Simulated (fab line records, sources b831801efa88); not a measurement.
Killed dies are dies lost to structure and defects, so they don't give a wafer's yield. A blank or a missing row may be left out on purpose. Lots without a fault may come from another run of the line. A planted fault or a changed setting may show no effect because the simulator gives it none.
Which tool did it? | flow sky130 | 13 lots, 39 wafers sampled, at 5 steps of a route of 708

WHAT THE GAUGES READ, wafer by wafer
SKY_FIELD_ISO_CD_MEAS_13: target cd 150 nm. Usual: cd_nm 150.0 nm, standard deviation 1.6.
lot  | measured    | on        | cd_nm (nm)        | flag
L445 | day 2 02:49 | cd_sem-02 | 148.6 149.1 149.5 |
L446 | day 2 11:47 | cd_sem-01 | 149.0 147.8 149.2 |
L450 | day 3 08:17 | cd_sem-01 | 148.3 147.7 147.8 |
L451 | day 3 11:23 | cd_sem-01 | 149.9 150.1 148.5 |
L453 | day 3 20:47 | cd_sem-02 | 149.9 148.7 148.9 |
L455 | day 4 10:01 | cd_sem-01 | 149.5 148.9 148.0 |
L456 | day 4 14:49 | cd_sem-02 | 153.6 151.3 150.6 |
L457 | day 4 21:26 | cd_sem-02 | 149.9 147.7 149.3 |
L461 | day 5 16:32 | cd_sem-02 | 150.2 149.8 149.4 |
L463 | day 6 03:40 | cd_sem-01 | 150.0 150.2 148.9 |
L466 | day 6 19:23 | cd_sem-02 | 150.8 152.7 150.0 |
L467 | day 6 21:40 | cd_sem-01 | 147.9 148.1 147.9 |
L468 | day 7 02:41 | cd_sem-01 | 152.2 151.0 149.8 |

SKY_NWELL_THK_MEAS_02. Usual: NWELL_OXIDATION_THK 10.09 nm, standard deviation 0.18.
lot  | measured    | on            | NWELL_OXIDATION_THK (nm) | flag
L445 | day 2 09:17 | film_metro-03 | 10.01 10.04 10.02        |
L446 | day 2 18:48 | film_metro-03 | 9.96 9.79 9.98           |
L450 | day 3 15:54 | film_metro-04 | 9.89 9.97 9.80           |
L451 | day 3 17:50 | film_metro-03 | 10.06 10.07 9.88         |
L453 | day 4 05:50 | film_metro-04 | 10.04 9.95 9.95          |
L455 | day 4 16:23 | film_metro-03 | 9.69 9.53 9.71           |
L456 | day 4 21:02 | film_metro-03 | 10.27 10.23 10.11        |
L457 | day 5 04:14 | film_metro-01 | 10.25 10.11 10.27        |
L461 | day 5 23:11 | film_metro-04 | 10.02 10.08 10.05        |
L463 | day 6 09:44 | film_metro-03 | 10.02 10.06 10.01        |
L466 | day 7 01:28 | film_metro-03 | 10.13 10.34 10.20        |
L467 | day 7 05:43 | film_metro-01 | 10.33 10.28 10.22        |
L468 | day 7 09:02 | film_metro-01 | 10.19 10.16 10.14        |

SKY_DNWELL_TW_MEAS_09. Usual: DNWELL_TW 1109, standard deviation 14.
lot  | measured    | on            | DNWELL_TW      | flag
L445 | day 3 00:13 | film_metro-01 | 1116 1114 1114 |
L446 | day 3 10:20 | film_metro-04 | 1102 1095 1092 |
L450 | day 4 07:38 | film_metro-04 | 1095 1095 1093 |
L451 | day 4 10:09 | film_metro-04 | 1092 1086 1093 |
L453 | day 4 23:16 | film_metro-01 | 1119 1112 1114 |
L455 | day 5 09:16 | film_metro-04 | 1086 1091 1089 |
L456 | day 5 14:46 | film_metro-03 | 1120 1133 1122 |
L457 | day 5 23:23 | film_metro-04 | 1093 1096 1092 |
L461 | day 6 18:15 | film_metro-01 | 1106 1104 1109 |
L463 | day 7 04:39 | film_metro-03 | 1124 1123 1117 |
L466 | day 7 21:25 | film_metro-01 | 1107 1104 1106 |
L467 | day 8 02:07 | film_metro-03 | 1121 1124 1126 |
L468 | day 8 05:46 | film_metro-01 | 1116 1115 1111 |

SKY_NWELL_RS_MEAS_31: measures by four-point-probe. Usual: PWDE_RS 5279 ohm/sq, standard deviation 20.
lot  | measured     | on            | PWDE_RS (ohm/sq) | flag
L445 | day 5 02:51  | film_metro-04 | 5283 5305 5277   |
L446 | day 5 13:45  | film_metro-03 | 5262 5301 5283   |
L450 | day 6 15:50  | film_metro-03 | 5268 5255 5280   |
L451 | day 6 18:10  | film_metro-03 | 5295 5278 5274   |
L453 | day 7 08:46  | film_metro-03 | 5457 5450 5458   | OFF
L455 | day 7 19:02  | film_metro-04 | 5443 5420 5423   | OFF
L456 | day 8 02:57  | film_metro-03 | 5415 5404 5413   | OFF
L457 | day 8 09:34  | film_metro-04 | 5249 5248 5244   |
L461 | day 9 06:59  | film_metro-03 | 5283 5289 5285   |
L463 | day 9 18:47  | film_metro-01 | 5290 5314 5287   |
L466 | day 10 14:02 | film_metro-01 | 5299 5282 5263   |
L467 | day 10 19:14 | film_metro-01 | 5326 5318 5331   |
L468 | day 10 22:40 | film_metro-03 | 5269 5267 5255   |

WHICH TOOL RAN EACH LOT (tool, then ch and the chambers of the sampled wafers, then the start)
lot  | SKY_PWDE_IMPLANT_08
L445 | implanter-03 ch 0, day 3 16:17
L446 | implanter-04 ch 0, day 4 01:51
L450 | implanter-03 ch 0, day 5 01:10
L451 | implanter-04 ch 0, day 5 03:32
L453 | implanter-03 ch 0, day 5 16:59
L455 | implanter-03 ch 0, day 6 03:43
L456 | implanter-03 ch 0, day 6 09:52
L457 | implanter-04 ch 0, day 6 17:42
L461 | implanter-04 ch 0, day 7 13:49
L463 | implanter-04 ch 0, day 8 00:08
L466 | implanter-03 ch 0, day 8 17:26
L467 | implanter-02 ch 0, day 8 22:37
L468 | implanter-03 ch 0, day 9 02:18
- SKY_PWDE_IMPLANT_08

WHAT THE TOOLS THEMSELVES READ (means of the sampled wafers that have a number; where no wafer has one, the mark that the record gives instead)
SKY_PWDE_IMPLANT_08. Usual: dose_ions_cm2 3.6e+12, standard deviation 3.7e+09.
lot  | tool         | dose_ions_cm2 | flag
L445 | implanter-03 | 3.6e+12       |
L446 | implanter-04 | 3.6e+12       |
L450 | implanter-03 | 3.6e+12       |
L451 | implanter-04 | 3.6e+12       |
L453 | implanter-03 | 3.5e+12       | OFF
L455 | implanter-03 | 3.5e+12       | OFF
L456 | implanter-03 | 3.5e+12       | OFF
L457 | implanter-04 | 3.6e+12       |
L461 | implanter-04 | 3.6e+12       |
L463 | implanter-04 | 3.6e+12       |
L466 | implanter-03 | 3.6e+12       |
L467 | implanter-02 | 3.6e+12       |
L468 | implanter-03 | 3.6e+12       |

THE ANSWER, worked out from the rows above alone
Rule: a lot is off if the mean of its wafers that have a number lies more than 3 standard deviations from the usual mean. A lot without any number at a reading at which 4 lots or more have one is off too. The other lots that the step has rows for count as sound. The gauges are gone through in route order, then the tools' own readings, and for those a lot's mean is taken as printed above. The first step at which some lot is off is used, and at that step the reading that is off furthest; a lot without a number counts as furthest.
Off: L453, L455, L456, at SKY_NWELL_RS_MEAS_31 (PWDE_RS).
A tool fits if, at a process step before that reading, it ran every lot that is off, and no sound lot after the first of them. The gauges at SKY_NWELL_RS_MEAS_31 aren't tried: what is off there is off at SKY_PWDE_IMPLANT_08 too, on other tools, and a gauge's error can't cause that. None of those tried fits.

WHAT THE SIMULATOR HAD PUT IN
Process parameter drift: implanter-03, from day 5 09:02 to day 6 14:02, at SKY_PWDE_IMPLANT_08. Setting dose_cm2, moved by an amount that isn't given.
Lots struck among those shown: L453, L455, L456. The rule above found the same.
